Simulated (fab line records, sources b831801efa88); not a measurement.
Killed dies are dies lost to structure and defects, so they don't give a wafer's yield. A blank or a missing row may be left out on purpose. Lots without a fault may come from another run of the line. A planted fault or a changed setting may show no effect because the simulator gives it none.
Problem report in the 8D (eight disciplines) form, filled by code | flow gf180mcu | the parts of the form that need people (team, actions taken, sign-off) are left out

1. THE PROBLEM
LVPWELL_TW at GF_LVPWELL_TW_MEAS_11 reads a mean of 522.4 on 3 wafers of 1 lot; wafers without a fault read 560.0 with a standard deviation of 2.4. That is -16 standard deviations from the usual mean.
First seen on wafer L890.3, day 6 10:43, on film_metro-04. The record holds 39 wafers of 13 lots with a number at this step. Rule for "out", or "out of limits": more than 4 standard deviations from the usual mean. The other wafers with a number count as sound.

2. WHAT IT IS AND WHAT IT IS NOT
question                    | is                     | is not
which readings at this step | LVPWELL_TW             | -
which lots                  | L890                   | L880, L881, L884, L886, L888, L889, L891, L892, L893, L900, L901, L902
which wafers of those lots  | all that have a number | -
read on which gauges        | film_metro-04          | film_metro-01, film_metro-02
when                        | from day 6 10:43       | up to then (18 sound wafers); but 18 sound wafers of L891, L892, L893, L900, L901, L902 came after

3. SUSPECTS, AND WHAT RULES EACH OUT
Counting: a tool at a process step up to the reading stays a suspect if it ran every lot that is out and no sound lot after the first of them.
- the gauge at GF_LVPWELL_TW_MEAS_11: ruled out. All the wafers that are out were read on film_metro-04, but those of them that GF_NWELL_STRIP_10 has rows for are out there too, on other tools.
- plasma_asher-03 at GF_NWELL_STRIP_10 (strips in O2/N2): ruled out as a lasting fault. Sound lots L900, L901 ran on it after its first lot that is out, L890 (day 5 19:41).
- plasma_asher-03 at GF_LVPWELL_STRIP_10 (strips in O2/N2): kept. It ran the lot that is out, L890 (day 6 10:38), and no sound lot after that; its last sound lot up to then is L888 (day 5 23:44). Its own readings are out on those wafers: strip_time_to_endpoint_s.
Left after counting: plasma_asher-03 at GF_LVPWELL_STRIP_10.

4. THE CAUSE (what the simulator had put in)
Strip aborted: plasma_asher-03, from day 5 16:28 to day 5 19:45, at GF_NWELL_STRIP_10. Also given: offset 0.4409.
Counting left only this tool.

5. THE CHAIN OF EFFECTS, in route order
Each row: a reading whose mean over the struck wafers that have a number lies more than 3 standard deviations from the usual. Only readings for which the record gives a usual standard deviation are gone through. hours: the time from each lot's start at the first step in this table that gives one to its start at this step, as a median over the lots. sigmas: the change in usual standard deviations.
hours | step                  | reading                  | usual      | on struck wafers | change | sigmas
0     | GF_NWELL_STRIP_10     | oes_product_au           | 0.722 a.u. | 0.966            | +0.244 | +50
15    | GF_LVPWELL_STRIP_10   | strip_time_to_endpoint_s | 37.02 s    | 43.04            | +6.02  | +50
15    | GF_LVPWELL_TW_MEAS_11 | LVPWELL_TW               | 560.0      | 522.4            | -37.6  | -16
The process steps in it:
- GF_NWELL_STRIP_10: strips in O2/N2.
- GF_LVPWELL_STRIP_10: strips in O2/N2.
Readings that are blank on the struck wafers while sound wafers have them: strip_time_to_endpoint_s at GF_NWELL_STRIP_10.
Later measuring or inspecting steps at which every struck wafer that the step has a row for has a number for every such reading, and none has moved that far: GF_MVSD_OVL_MEAS_07, GF_M2_CD_MEAS_14, GF_V2_CD_MEAS_14.

6. WHAT WOULD HAVE CAUGHT IT SOONER
In this record the first reading out of limits at a measuring or inspecting step was taken at day 6 10:43, 18 hours after the fault began at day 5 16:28.
The tool's own readings at GF_NWELL_STRIP_10 were out on every struck wafer that the step has a row for (oes_product_au): an alarm limit on them would have fired on the first of those.
